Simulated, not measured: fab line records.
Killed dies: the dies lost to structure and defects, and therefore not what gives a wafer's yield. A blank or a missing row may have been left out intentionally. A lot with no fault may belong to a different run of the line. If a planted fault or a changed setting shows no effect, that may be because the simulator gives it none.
Chamber matching :: flow sky130 :: SKY_VIA4_ETCH_12 on rie_diel-03 has 4 sister chambers
The step etches SiO2 in C4F8/O2/Ar, stops on TiN, target depth 580 nm. 16 wafers are shown with their chamber, then 8 later ones without.

== WAFERS PAIRED WITH THEIR CHAMBERS ==
wafer: L344.1
chamber: 1
bias_w (W): 1200
oes_product_au (a.u.): 0.918

wafer: L344.2
chamber: 3
bias_w (W): 1197
oes_product_au (a.u.): 0.921

wafer: L344.5
chamber: 2
bias_w (W): 1192
oes_product_au (a.u.): 0.929

wafer: L346.2
chamber: 3
bias_w (W): 1198
oes_product_au (a.u.): 0.928

wafer: L346.4
chamber: 0
bias_w (W): 1202
oes_product_au (a.u.): 0.914

wafer: L346.5
chamber: 1
bias_w (W): 1196
oes_product_au (a.u.): 0.923

wafer: L349.2
chamber: 0
bias_w (W): 1196
oes_product_au (a.u.): 0.931

wafer: L349.4
chamber: 2
bias_w (W): 1204
oes_product_au (a.u.): 0.922

wafer: L349.5
chamber: 2
bias_w (W): 1203
oes_product_au (a.u.): 0.931

wafer: L352.2
chamber: 2
bias_w (W): 1195
oes_product_au (a.u.): 0.920

wafer: L352.3
chamber: 0
bias_w (W): 1199
oes_product_au (a.u.): 0.924

wafer: L352.5
chamber: 2
bias_w (W): 1205
oes_product_au (a.u.): 0.924

wafer: L354.1
chamber: 2
bias_w (W): 1197
oes_product_au (a.u.): 0.926

wafer: L354.3
chamber: 1
bias_w (W): 1197
oes_product_au (a.u.): 0.932

wafer: L354.5
chamber: 0
bias_w (W): 1197
oes_product_au (a.u.): 0.928

wafer: L356.1
chamber: 0
bias_w (W): 1199
oes_product_au (a.u.): 0.926

SIGNATURES (means of the wafers above)
reading: bias_w
chamber 0: 1198.60
chamber 1: 1197.67
chamber 2: 1199.33
chamber 3: 1197.50
scatter within a chamber: 3.83

reading: oes_product_au
chamber 0: 0.92460
chamber 1: 0.92433
chamber 2: 0.92533
chamber 3: 0.92450
scatter within a chamber: 0.00563
Rule: a wafer lies at a distance from a chamber equal to the root of the sum of squares, over the readings, of (its reading less the chamber's mean, divided by the reading's scatter). The wafer belongs to the nearest chamber; if the next one is less than 2 further off, it can't be placed. The scatter: the root of (the sum of the squares of (reading less its chamber's mean) over the shown wafers, divided by (wafers less chambers)).

== WAFERS MISSING THEIR CHAMBER ==
wafer: L356.3
bias_w (W): 1198
oes_product_au (a.u.): 0.927

wafer: L356.5
bias_w (W): 1200
oes_product_au (a.u.): 0.930

wafer: L365.1
bias_w (W): 1201
oes_product_au (a.u.): 0.927

wafer: L365.3
bias_w (W): 1199
oes_product_au (a.u.): 0.916

wafer: L365.5
bias_w (W): 1201
oes_product_au (a.u.): 0.917

wafer: L367.2
bias_w (W): 1200
oes_product_au (a.u.): 0.918

wafer: L367.3
bias_w (W): 1204
oes_product_au (a.u.): 0.929

wafer: L367.4
bias_w (W): 1201
oes_product_au (a.u.): 0.928

== THE CHAMBER EACH PASSED THROUGH ==
wafer: L356.3
from the rows above: can't be placed: 0 or 2 or 3 or 1
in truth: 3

wafer: L356.5
from the rows above: can't be placed: 2 or 0 or 3 or 1
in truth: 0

wafer: L365.1
from the rows above: can't be placed: 2 or 0 or 1 or 3
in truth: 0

wafer: L365.3
from the rows above: can't be placed: 1 or 0 or 3 or 2
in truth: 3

wafer: L365.5
from the rows above: can't be placed: 0 or 2 or 1 or 3
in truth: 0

wafer: L367.2
from the rows above: can't be placed: 0 or 1 or 2 or 3
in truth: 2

wafer: L367.3
from the rows above: can't be placed: 2 or 0 or 1 or 3
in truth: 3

wafer: L367.4
from the rows above: can't be placed: 2 or 0 or 1 or 3
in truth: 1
Correctly placed: 0 of 8. These rows do not allow placing 8 (true chamber among the candidates in 8). Number placed wrongly: 0.
